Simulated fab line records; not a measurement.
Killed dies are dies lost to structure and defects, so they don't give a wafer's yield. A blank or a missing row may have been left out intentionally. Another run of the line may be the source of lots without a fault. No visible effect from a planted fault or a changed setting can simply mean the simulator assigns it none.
What tool caused it?    flow sky130    12 lots, 36 wafers sampled, at 5 steps of a route of 708

== WHAT EACH GAUGE READ, for each wafer ==
SKY_NWELL_RS_MEAS_29: a four-point-probe measurement. Usual: NWELL_RS gives 624.5 ohm/sq (standard deviation 1.4).
lot   measured      on             NWELL_RS (ohm/sq)  flag
L506  day 5 06:38   film_metro-02  625.9 624.1 624.6  
L509  day 5 23:55   film_metro-01  627.5 623.9 624.2  
L510  day 6 08:11   film_metro-01  623.6 621.3 622.7  
L512  day 7 04:29   film_metro-02  625.0 622.9 624.8  
L513  day 7 06:04   film_metro-01  626.5 625.4 624.5  
L515  day 7 12:58   film_metro-02  623.6 625.5 621.8  
L523  day 9 17:14   film_metro-01  631.1 632.6 631.7  OFF
L524  day 10 10:51  film_metro-02  633.1 630.7 634.0  OFF
L525  day 10 15:13  film_metro-01  627.0 625.8 625.9  
L526  day 10 15:45  film_metro-01  625.1 626.4 624.9  
L527  day 10 18:51  film_metro-01  624.1 623.6 625.7  
L529  day 11 09:22  film_metro-01  622.9 622.1 621.5  

SKY_SONOS_ONO_CD_MEAS_13: target cd 410 nm. Usual: cd_nm reads 410.8 nm (standard deviation 1.9).
lot   measured      on         cd_nm (nm)         flag
L506  day 12 13:16  cd_sem-02  409.9 407.7 410.3  
L509  day 13 09:37  cd_sem-02  411.3 411.5 410.7  
L510  day 14 00:56  cd_sem-01  410.0 409.2 409.4  
L512  day 15 05:49  cd_sem-01  410.4 408.8 408.1  
L513  day 15 05:50  cd_sem-02  411.5 409.9 412.0  
L515  day 15 18:22  cd_sem-01  412.6 414.6 412.8  
L523  day 18 16:49  cd_sem-01  408.0 407.4 409.3  
L524  day 19 15:48  cd_sem-02  410.3 410.1 410.7  
L525  day 19 18:19  cd_sem-02  409.1 408.5 407.7  
L526  day 19 19:57  cd_sem-02  413.1 413.6 413.9  
L527  day 20 02:39  cd_sem-01  406.4 407.6 409.3  
L529  day 20 18:38  cd_sem-02  414.2 413.0 413.1  

== WHAT TOOL EACH LOT RAN ON (gives the tool, then ch and the chambers of the sampled wafers, and finally the start) ==
lot   SKY_NWELL_IMPLANT_13             SKY_NWELL_STRIP_14                    SKY_VT_ADJUST_LVTN_STRIP_20
L506  implanter-04 ch 0, day 4 13:13   plasma_asher-02 ch 0,1, day 4 13:21   plasma_asher-03 ch 1, day 7 15:03
L509  implanter-02 ch 0, day 5 05:14   plasma_asher-04 ch 0,1, day 5 05:23   plasma_asher-01 ch 0,1, day 8 08:47
L510  implanter-04 ch 0, day 5 13:05   plasma_asher-03 ch 0,1, day 5 13:13   plasma_asher-01 ch 0,1, day 8 18:53
L512  implanter-04 ch 0, day 6 09:43   plasma_asher-04 ch 0,1, day 6 09:51   plasma_asher-01 ch 0,1, day 9 21:00
L513  implanter-01 ch 0, day 6 10:28   plasma_asher-03 ch 1, day 6 10:35     plasma_asher-04 ch 0,1, day 9 21:35
L515  implanter-01 ch 0, day 6 17:58   plasma_asher-04 ch 0,1, day 6 18:05   plasma_asher-04 ch 0, day 10 06:18
L523  implanter-01 ch 0, day 8 19:22   plasma_asher-04 ch 0,1, day 8 19:30   plasma_asher-04 ch 0,1, day 12 16:08
L524  implanter-01 ch 0, day 9 11:53   plasma_asher-04 ch 0,1, day 9 12:01   plasma_asher-04 ch 0,1, day 13 11:08
L525  implanter-04 ch 0, day 9 15:00   plasma_asher-04 ch 0,1, day 9 15:09   plasma_asher-04 ch 0,1, day 13 14:50
L526  implanter-02 ch 0, day 9 15:14   plasma_asher-03 ch 0,1, day 9 15:22   plasma_asher-03 ch 0,1, day 13 16:34
L527  implanter-04 ch 0, day 9 20:00   plasma_asher-03 ch 0,1, day 9 20:09   plasma_asher-03 ch 0,1, day 13 20:21
L529  implanter-02 ch 0, day 10 09:43  plasma_asher-03 ch 0,1, day 10 09:51  plasma_asher-03 ch 0,1, day 14 12:18
- SKY_NWELL_IMPLANT_13
- SKY_NWELL_STRIP_14: strips in O2/N2.
- SKY_VT_ADJUST_LVTN_STRIP_20: strips in O2/N2.

== WHAT THE TOOLS THEMSELVES READ (means of the sampled wafers that have a number; where no wafer has one, the mark that the record gives instead) ==
SKY_NWELL_IMPLANT_13. Usual: beam_energy_keV 50.002, standard deviation 0.016; dose_ions_cm2 6.998e+11, standard deviation 7.6e+08; faraday_current_uA 3.95, standard deviation 0.07.
lot   tool          beam_energy_keV  dose_ions_cm2  faraday_current_uA  flag
L506  implanter-04  50.013           7.004e+11      3.95                
L509  implanter-02  49.985           6.990e+11      3.91                
L510  implanter-04  49.997           7.000e+11      3.95                
L512  implanter-04  50.010           7.007e+11      3.91                
L513  implanter-01  49.985           6.999e+11      4.00                
L515  implanter-01  50.018           7.003e+11      3.91                
L523  implanter-01  49.990           5.030e+11      2.80                OFF
L524  implanter-01  50.013           5.038e+11      2.82                OFF
L525  implanter-04  50.019           6.987e+11      3.94                
L526  implanter-02  50.005           7.006e+11      3.95                
L527  implanter-04  50.003           6.995e+11      3.94                
L529  implanter-02  50.003           6.991e+11      3.93                

SKY_NWELL_STRIP_14. Usual: drypump_motor_current_A 6.2 A, standard deviation 0.37; oes_product_au 0.722 a.u., standard deviation 0.0043; strip_time_to_endpoint_s 36.93 s, standard deviation 0.12.
lot   tool             drypump_motor_current_A (A)  oes_product_au (a.u.)  strip_time_to_endpoint_s (s)  flag
L506  plasma_asher-02  6.2                          0.722                  36.80                         
L509  plasma_asher-04  6.2                          0.721                  37.01                         
L510  plasma_asher-03  6.1                          0.724                  36.86                         
L512  plasma_asher-04  6.1                          0.719                  37.19                         
L513  plasma_asher-03  6.0                          0.723                  36.97                         
L515  plasma_asher-04  6.2                          0.723                  37.13                         
L523  plasma_asher-04  6.5                          0.721                  36.77                         
L524  plasma_asher-04  6.1                          0.723                  37.02                         
L525  plasma_asher-04  6.1                          0.722                  36.91                         
L526  plasma_asher-03  6.0                          0.725                  36.91                         
L527  plasma_asher-03  6.1                          0.722                  37.10                         
L529  plasma_asher-03  6.0                          0.720                  36.89                         

SKY_VT_ADJUST_LVTN_STRIP_20. Usual: drypump_motor_current_A 5.9 A, standard deviation 0.63; oes_product_au 0.715 a.u., standard deviation 0.0043; strip_time_to_endpoint_s 14.17 s, standard deviation 0.041.
lot   tool             drypump_motor_current_A (A)  oes_product_au (a.u.)  strip_time_to_endpoint_s (s)  flag
L506  plasma_asher-03  6.0                          0.714                  14.21                         
L509  plasma_asher-01  5.4                          0.717                  14.11                         
L510  plasma_asher-01  5.4                          0.715                  14.20                         
L512  plasma_asher-01  5.4                          0.717                  14.14                         
L513  plasma_asher-04  6.5                          0.716                  14.13                         
L515  plasma_asher-04  6.8                          0.711                  14.22                         
L523  plasma_asher-04  6.5                          0.717                  14.16                         
L524  plasma_asher-04  6.5                          0.715                  14.19                         
L525  plasma_asher-04  6.5                          0.716                  14.21                         
L526  plasma_asher-03  6.0                          0.717                  14.21                         
L527  plasma_asher-03  6.0                          0.720                  14.17                         
L529  plasma_asher-03  6.1                          0.711                  14.12                         

== THE ANSWER, worked out from the rows above alone ==
Rule: a lot is off if the mean of its wafers that have a number lies more than 3 standard deviations from the usual mean. Also off: a lot with no number at a reading for which 4 or more lots have one. Where the step has rows for the other lots, those lots are counted as sound. After the gauges, taken in route order, come the tools' own readings; for these a lot's mean is taken, as printed above. At the first step where some lot is off, the reading lying furthest off is the one used; lots without a number count as furthest.
Off: L523, L524, seen at SKY_NWELL_RS_MEAS_29 (NWELL_RS).
If a tool, at a process step before that reading, ran all the lots that are off and no sound lot after the first of them, it fits. The gauges at SKY_NWELL_RS_MEAS_29 aren't tried: what is off there is off at SKY_NWELL_IMPLANT_13 too, on other tools, and a gauge's error can't cause that. One fits: implanter-01 at SKY_NWELL_IMPLANT_13. Its last sound lot is L515 (day 6 17:58), its first lot that is off L523 (day 8 19:22): a fault that began between those two fits.
The tool's own readings at SKY_NWELL_IMPLANT_13 bear it out: on the lots that are off they differ by more than 5 times the standard deviation of the sound lots' means. dose_ions_cm2 reads 5.034e+11 there against 6.998e+11 on the sound lots; faraday_current_uA reads 2.81 there against 3.94 on the sound lots.

== WHAT THE SIMULATOR PUT IN ==
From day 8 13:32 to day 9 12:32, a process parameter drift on implanter-01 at SKY_NWELL_IMPLANT_13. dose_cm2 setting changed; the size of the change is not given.
Struck lots among those shown: L523, L524. This agrees with what the rule above found.
